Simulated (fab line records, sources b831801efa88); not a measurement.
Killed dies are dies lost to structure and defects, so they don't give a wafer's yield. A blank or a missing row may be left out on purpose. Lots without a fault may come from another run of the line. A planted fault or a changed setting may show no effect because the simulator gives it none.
Tool commonality check | flow gf180mcu | 13 lots, 39 wafers sampled

WHY IT WAS OPENED
At GF_HV_LDD_RS_MEAS_53 the reading HV_LDD_RS is flagged on 3 of 13 lots. Wafers without a fault read 419.3 ohm/sq, standard deviation 0.94.
Rule: a lot is flagged when every wafer of it that has a number lies more than 4 standard deviations from that mean, or none has a number. The other lots count as sound.

lot  | measured     | on            | HV_LDD_RS (ohm/sq), wafer by wafer | flag
L295 | day 12 20:05 | film_metro-01 | 419.1 419.4 419.2                  |
L296 | day 13 06:29 | film_metro-04 | 419.7 418.3 419.3                  |
L299 | day 14 01:29 | film_metro-02 | 419.6 418.6 419.3                  |
L300 | day 14 10:58 | film_metro-01 | 419.9 418.6 417.7                  |
L301 | day 14 20:46 | film_metro-04 | 418.4 418.4 419.2                  |
L303 | day 15 10:08 | film_metro-04 | 418.2 418.4 419.0                  |
L304 | day 15 17:31 | film_metro-02 | 420.1 419.3 419.9                  |
L305 | day 16 08:11 | film_metro-04 | 419.9 420.4 419.7                  |
L306 | day 16 11:43 | film_metro-01 | 419.0 419.7 420.5                  |
L314 | day 18 23:51 | film_metro-01 | 419.3 420.1 420.7                  |
L315 | day 19 16:03 | film_metro-01 | 439.2 438.4 438.5                  | FLAGGED
L316 | day 19 22:10 | film_metro-01 | 438.9 439.2 438.4                  | FLAGGED
L317 | day 20 05:20 | film_metro-04 | 438.8 439.7 438.1                  | FLAGGED
The numbers of the flagged lots are 438.8 ohm/sq on average: +19.5 ohm/sq against the usual, or +21 standard deviations.

WHICH TOOL RAN EACH LOT
The record holds 2 process steps before the reading, out of a route of 602 steps. In each cell: the tool, then ch and the chambers that the sampled wafers went through, then the start.
lot  | flag    | GF_VT_IMPLANT_RTA_45             | GF_HV_LDD_IMPLANT_09
L295 |         | rtp_anneal-01 ch 0, day 7 20:12  | implanter-03 ch 0, day 10 09:19
L296 |         | rtp_anneal-01 ch 0, day 8 08:07  | implanter-03 ch 0, day 10 19:16
L299 |         | rtp_anneal-02 ch 0, day 8 22:20  | implanter-03 ch 0, day 11 12:46
L300 |         | rtp_anneal-01 ch 0, day 9 05:13  | implanter-03 ch 0, day 11 21:32
L301 |         | rtp_anneal-02 ch 0, day 9 17:20  | implanter-03 ch 0, day 12 06:46
L303 |         | rtp_anneal-01 ch 0, day 10 02:36 | implanter-03 ch 0, day 12 19:22
L304 |         | rtp_anneal-02 ch 0, day 10 09:07 | implanter-04 ch 0, day 13 02:05
L305 |         | rtp_anneal-01 ch 0, day 10 20:12 | implanter-02 ch 0, day 13 15:49
L306 |         | rtp_anneal-01 ch 0, day 10 23:42 | implanter-02 ch 0, day 13 17:43
L314 |         | rtp_anneal-01 ch 0, day 13 01:04 | implanter-04 ch 0, day 16 00:05
L315 | FLAGGED | rtp_anneal-02 ch 0, day 13 14:26 | implanter-03 ch 0, day 16 15:26
L316 | FLAGGED | rtp_anneal-02 ch 0, day 13 20:44 | implanter-03 ch 0, day 16 19:48
L317 | FLAGGED | rtp_anneal-01 ch 0, day 13 23:36 | implanter-03 ch 0, day 17 03:22
What these steps do:
- GF_VT_IMPLANT_RTA_45: time 30 s.
- GF_HV_LDD_IMPLANT_09
- GF_HV_LDD_RS_MEAS_53: measures by four-point-probe.

FLAGGED OVER TOTAL, TOOL BY TOOL (the gauges that took the reading come last)
step                 | tool          | lots run | flagged | share of the flagged lots | sound lots run after its first flagged lot
GF_VT_IMPLANT_RTA_45 | rtp_anneal-01 | 8        | 1       | some                      | 0
GF_VT_IMPLANT_RTA_45 | rtp_anneal-02 | 5        | 2       | some                      | 0
GF_HV_LDD_IMPLANT_09 | implanter-02  | 2        | 0       | none                      | -
GF_HV_LDD_IMPLANT_09 | implanter-03  | 9        | 3       | all                       | 0
GF_HV_LDD_IMPLANT_09 | implanter-04  | 2        | 0       | none                      | -
GF_HV_LDD_RS_MEAS_53 | film_metro-01 | 6        | 2       | some                      | 0
GF_HV_LDD_RS_MEAS_53 | film_metro-02 | 2        | 0       | none                      | -
GF_HV_LDD_RS_MEAS_53 | film_metro-04 | 5        | 1       | some                      | 0

WHAT THE TABLE ALLOWS
1 row of the table ran every flagged lot: implanter-03 at GF_HV_LDD_IMPLANT_09.
- implanter-03 at GF_HV_LDD_IMPLANT_09: 3 of its 9 lots flagged. Its last sound lot is L303 (day 12 19:22), its first flagged lot L315 (day 16 15:26): a fault that began between those two fits. Its own readings lie more than 4 standard deviations out on every wafer of the flagged lots: dose_ions_cm2, faraday_current_uA.
One tool is left: implanter-03 at GF_HV_LDD_IMPLANT_09.

WHAT THE SIMULATOR HAD PUT IN
Process parameter drift: implanter-03, from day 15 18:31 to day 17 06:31, at GF_HV_LDD_IMPLANT_09. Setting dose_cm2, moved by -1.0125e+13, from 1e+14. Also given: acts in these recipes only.
Lots struck among those shown: L315, L316, L317. The rule above found the same.
